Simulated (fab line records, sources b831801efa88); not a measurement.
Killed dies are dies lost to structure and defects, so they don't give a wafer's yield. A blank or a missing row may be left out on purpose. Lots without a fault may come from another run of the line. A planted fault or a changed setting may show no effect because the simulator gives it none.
Which tool did it? | flow sky130 | 12 lots, 36 wafers sampled, at 4 steps of a route of 708

WHAT THE GAUGES READ, wafer by wafer
SKY_VIA1_RS_MEAS_22: measures by four-point-probe. Usual: VIA1_W_RS 0.426 ohm/sq, standard deviation 0.008.
lot  | measured     | on            | VIA1_W_RS (ohm/sq) | flag
L518 | day 33 20:28 | film_metro-04 | 0.425 0.430 0.426  |
L522 | day 35 06:35 | film_metro-01 | 0.434 0.419 0.435  |
L525 | day 36 10:59 | film_metro-04 | 0.424 0.418 0.427  |
L526 | day 36 13:19 | film_metro-04 | 0.421 0.420 0.419  |
L527 | day 36 13:23 | film_metro-01 | 0.413 0.430 0.437  |
L532 | day 38 01:49 | film_metro-01 | 0.439 0.417 0.433  |
L533 | day 38 10:35 | film_metro-01 | 0.436 0.435 0.430  |
L534 | day 39 21:37 | film_metro-02 | 0.438 0.424 0.427  |
L536 | day 39 23:13 | film_metro-01 | 0.441 0.423 0.437  |
L537 | day 40 02:04 | film_metro-01 | 0.429 0.432 0.430  |
L538 | day 40 04:06 | film_metro-01 | 0.435 0.432 0.436  |
L539 | day 40 08:44 | film_metro-02 | 0.431 0.422 0.434  |

SKY_VIA2_OVL_MEAS_13. Usual: VIA2_OVL -2 nm, standard deviation 5.8.
lot  | measured     | on         | VIA2_OVL (nm) | flag
L518 | day 36 03:01 | overlay-01 | 2 6 4         |
L522 | day 37 13:17 | overlay-02 | -9 7 -6       |
L525 | day 38 16:39 | overlay-01 | -6 -11 -4     |
L526 | day 38 19:44 | overlay-02 | -5 1 2        |
L527 | day 38 20:05 | overlay-01 | -9 -2 -9      |
L532 | day 40 06:22 | overlay-02 | -8 -1 -12     |
L533 | day 40 13:59 | overlay-02 | -3 -6 -6      |
L534 | day 42 00:22 | overlay-01 | -8 -15 -8     |
L536 | day 42 02:16 | overlay-01 | 3 8 8         |
L537 | day 42 03:50 | overlay-02 | -6 0 2        |
L538 | day 42 07:05 | overlay-01 | -8 -9 -5      |
L539 | day 42 11:16 | overlay-01 | -3 4 -4       |

WHICH TOOL RAN EACH LOT (tool, then ch and the chambers of the sampled wafers, then the start)
lot  | SKY_VIA1_CVD_21               | SKY_VIA2_HDPCVD_00
L518 | cvd_w-01 ch 0,1, day 33 20:23 | hdpcvd-01 ch 0,1, day 34 23:48
L522 | cvd_w-02 ch 0,1, day 35 06:30 | hdpcvd-02 ch 0,1,2, day 36 10:25
L525 | cvd_w-01 ch 0,1, day 36 10:53 | hdpcvd-02 ch 0,1,2, day 37 14:29
L526 | cvd_w-01 ch 0, day 36 13:13   | hdpcvd-01 ch 0,1,2, day 37 17:20
L527 | cvd_w-02 ch 0,1, day 36 13:18 | hdpcvd-02 ch 0,1,2, day 37 17:31
L532 | cvd_w-02 ch 0,1, day 38 01:43 | hdpcvd-01 ch 0,1,2, day 39 04:14
L533 | cvd_w-02 ch 1, day 38 10:29   | hdpcvd-02 ch 0,1, day 39 13:08
L534 | cvd_w-01 ch 0,1, day 39 21:31 | hdpcvd-01 ch 0,1,2, day 40 23:41
L536 | cvd_w-02 ch 0,1, day 39 23:06 | hdpcvd-01 ch 0,1,2, day 41 01:25
L537 | cvd_w-01 ch 0,1, day 40 01:58 | hdpcvd-01 ch 0,1, day 41 03:52
L538 | cvd_w-01 ch 0,1, day 40 04:01 | hdpcvd-02 ch 1,2, day 41 06:34
L539 | cvd_w-02 ch 0,1, day 40 08:38 | hdpcvd-02 ch 0,1,2, day 41 10:41
- SKY_VIA1_CVD_21: deposits W, target thk 270 nm, time 80.902 s.
- SKY_VIA2_HDPCVD_00: deposits SiO2, target thk 1180 nm, time 196.7 s.

WHAT THE TOOLS THEMSELVES READ (means of the sampled wafers that have a number; where no wafer has one, the mark that the record gives instead)
SKY_VIA1_CVD_21. Usual: heater_power_w 883 W, standard deviation 65.
lot  | tool     | heater_power_w (W) | flag
L518 | cvd_w-01 | 832                |
L522 | cvd_w-02 | 923                |
L525 | cvd_w-01 | 819                |
L526 | cvd_w-01 | 789                |
L527 | cvd_w-02 | 930                |
L532 | cvd_w-02 | 951                |
L533 | cvd_w-02 | 968                |
L534 | cvd_w-01 | 824                |
L536 | cvd_w-02 | 930                |
L537 | cvd_w-01 | 841                |
L538 | cvd_w-01 | 881                |
L539 | cvd_w-02 | 914                |

SKY_VIA2_HDPCVD_00. Usual: pressure_mtorr 6.001 mTorr, standard deviation 0.013; run_length_s 224.2 s, standard deviation 0.41; sih4_flow_sccm 59.98 sccm, standard deviation 0.16.
lot  | tool      | pressure_mtorr (mTorr) | run_length_s (s) | sih4_flow_sccm (sccm) | flag
L518 | hdpcvd-01 | 6.012                  | 224.9            | 59.87                 |
L522 | hdpcvd-02 | 5.999                  | 224.0            | 60.13                 |
L525 | hdpcvd-02 | -                      | -                | -                     | OFF
L526 | hdpcvd-01 | -                      | -                | -                     | OFF
L527 | hdpcvd-02 | -                      | -                | -                     | OFF
L532 | hdpcvd-01 | 6.017                  | 224.3            | 59.90                 |
L533 | hdpcvd-02 | 6.007                  | 223.9            | 59.91                 |
L534 | hdpcvd-01 | 5.989                  | 224.4            | 60.11                 |
L536 | hdpcvd-01 | 5.997                  | 224.5            | 59.91                 |
L537 | hdpcvd-01 | 5.997                  | 224.5            | 60.00                 |
L538 | hdpcvd-02 | 5.996                  | 224.0            | 60.00                 |
L539 | hdpcvd-02 | 6.001                  | 223.9            | 60.07                 |

THE ANSWER, worked out from the rows above alone
Rule: a lot is off if the mean of its wafers that have a number lies more than 3 standard deviations from the usual mean. A lot without any number at a reading at which 4 lots or more have one is off too. The other lots that the step has rows for count as sound. The gauges are gone through in route order, then the tools' own readings, and for those a lot's mean is taken as printed above. The first step at which some lot is off is used, and at that step the reading that is off furthest; a lot without a number counts as furthest.
Off: L525, L526, L527, at SKY_VIA2_HDPCVD_00 (pressure_mtorr). Without a number there: L525, L526, L527.
A tool fits if, at that step or a process step before it, it ran every lot that is off, and no sound lot after the first of them. None of those tried fits.

WHAT THE SIMULATOR HAD PUT IN
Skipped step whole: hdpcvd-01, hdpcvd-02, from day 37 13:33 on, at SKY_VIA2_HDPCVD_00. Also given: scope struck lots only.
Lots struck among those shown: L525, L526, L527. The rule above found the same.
